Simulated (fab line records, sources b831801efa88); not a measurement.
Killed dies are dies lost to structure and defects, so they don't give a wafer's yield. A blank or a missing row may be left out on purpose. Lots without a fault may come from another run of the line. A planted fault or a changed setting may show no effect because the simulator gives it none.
Which tool did it? | flow sky130 | 12 lots, 36 wafers sampled, at 2 steps of a route of 708

WHAT THE GAUGES READ, wafer by wafer
SKY_VIA3_BOW_MEAS_03.
lot  | measured     | on            | VIA3_BOW (um)
L230 | day 38 08:49 | film_metro-02 | 80 85 84
L231 | day 38 14:34 | film_metro-01 | 86 91 93
L232 | day 39 00:14 | film_metro-01 | 67 71 96
L233 | day 39 07:49 | film_metro-01 | 69 75 80
L234 | day 39 18:16 | film_metro-01 | 72 99 92
L240 | day 42 03:52 | film_metro-01 | 84 87 90
L243 | day 42 13:17 | film_metro-01 | 80 77 83
L245 | day 43 02:15 | film_metro-02 | 77 72 81
L248 | day 44 03:50 | film_metro-02 | 79 78 69
L250 | day 44 05:12 | film_metro-01 | 92 95 96
L251 | day 44 12:50 | film_metro-01 | 71 72 71
L252 | day 44 20:30 | film_metro-03 | 71 79 80

SKY_VIA3_CD_MEAS_12: target cd 200 nm.
lot  | measured     | on        | cd_nm (nm)
L230 | day 39 09:58 | cd_sem-01 | 202.1 202.7 202.5
L231 | day 39 15:52 | cd_sem-01 | 200.8 201.0 201.1
L232 | day 40 00:27 | cd_sem-01 | 198.6 197.2 197.5
L233 | day 40 07:53 | cd_sem-01 | 200.7 201.0 201.3
L234 | day 40 18:04 | cd_sem-01 | 200.3 200.2 201.5
L240 | day 43 02:53 | cd_sem-02 | 199.4 200.0 198.9
L243 | day 43 12:15 | cd_sem-02 | 200.4 200.2 200.9
L245 | day 44 01:16 | cd_sem-01 | 201.5 200.0 202.3
L248 | day 45 01:29 | cd_sem-01 | 203.4 202.1 202.4
L250 | day 45 03:33 | cd_sem-01 | 197.8 198.1 197.2
L251 | day 45 10:32 | cd_sem-02 | 202.6 201.8 202.2
L252 | day 45 17:55 | cd_sem-02 | 199.0 198.4 200.4

WHICH TOOL RAN EACH LOT (tool, then ch and the chambers of the sampled wafers, then the start)
The record holds no process step before these readings.

WHAT THE TOOLS THEMSELVES READ (means of the sampled wafers that have a number; where no wafer has one, the mark that the record gives instead)
The record holds no such reading with a usual standard deviation.

THE ANSWER, worked out from the rows above alone
Rule: what is usual is taken from the lots themselves. Put in order of their means at a reading, lots are off if they are a third of the lots or fewer, leave a main group of 4 or more, and stand apart from it by a gap of 3 or more times the standard deviation of the main group's means; of several such gaps the widest counts. A main group whose means are all the same, to the digits that the tables above print for the reading, isn't used. A lot without any number at a reading at which 4 lots or more have one is off too. The other lots that the step has rows for count as sound. The gauges are gone through in route order, then the tools' own readings, and for those a lot's mean is taken as printed above. The first step at which some lot is off is used, and at that step the reading that is off furthest; a lot without a number counts as furthest.
No lot is off at any reading shown: from this, nothing can be told.

WHAT THE SIMULATOR HAD PUT IN
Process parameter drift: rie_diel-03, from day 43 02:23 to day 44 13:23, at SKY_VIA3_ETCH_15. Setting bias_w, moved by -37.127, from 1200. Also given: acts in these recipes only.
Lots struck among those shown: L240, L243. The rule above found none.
